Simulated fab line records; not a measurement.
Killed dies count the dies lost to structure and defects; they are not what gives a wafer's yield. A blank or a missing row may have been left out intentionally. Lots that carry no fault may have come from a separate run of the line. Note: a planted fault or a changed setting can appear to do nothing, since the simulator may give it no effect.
Chamber matching	flow gf180mcu	rieDiel-04 running GF_V3_ETCH_16: 4 sister chambers
The step etches BARC in N2/H2. 7 wafers are shown with their chamber, then 8 later ones without.

## WAFERS, EACH WITH ITS CHAMBER
wafer	chamber	n2FlowSccm (sccm)	throttleValvePct (%)
L079.3	3	99.82	13.225
L079.4	2	99.75	13.232
L082.6	1	100.48	13.221
L084.1	1	100.28	13.229
L084.5	3	99.89	13.212
L084.6	0	99.83	13.221
L086.3	0	99.83	13.231

## WAFERS WITH NO CHAMBER GIVEN
wafer	n2FlowSccm (sccm)	throttleValvePct (%)
L086.5	100.15	13.230
L086.6	100.06	13.227
L088.1	99.74	13.223
L088.2	99.60	13.225
L088.3	100.26	13.210
L095.1	100.41	13.225
L095.4	99.84	13.235
L095.6	99.66	13.231

## THE CHAMBER EACH PASSED THROUGH
wafer	from the rows above	in truth
L086.5	can't be placed: 1 or 0 or 3 or 2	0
L086.6	can't be placed: 3 or 0 or 2 or 1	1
L088.1	can't be placed: 0 or 2 or 3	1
L088.2	can't be placed: 2 or 0 or 3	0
L088.3	1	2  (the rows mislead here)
L095.1	1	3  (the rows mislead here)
L095.4	can't be placed: 2 or 0 or 3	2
L095.6	can't be placed: 2 or 0 or 3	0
Placed correctly: 0 of 8. From these rows, 6 cannot be placed; in 5 the true chamber is one of the candidates. Placed wrongly: 2.
How it was worked out, from the rows above alone: a wafer's distance from a chamber is the root of the sum, over the readings, of the square of ((its reading less the chamber's mean) divided by the reading's scatter). The wafer belongs to the nearest chamber; if the next one is less than 2 further off, it can't be placed. The mean given for a chamber averages the wafers shown for that chamber. The scatter is the square root of a quotient: the sum, over the shown wafers, of each reading's squared deviation from its chamber's mean, divided by wafers minus chambers.
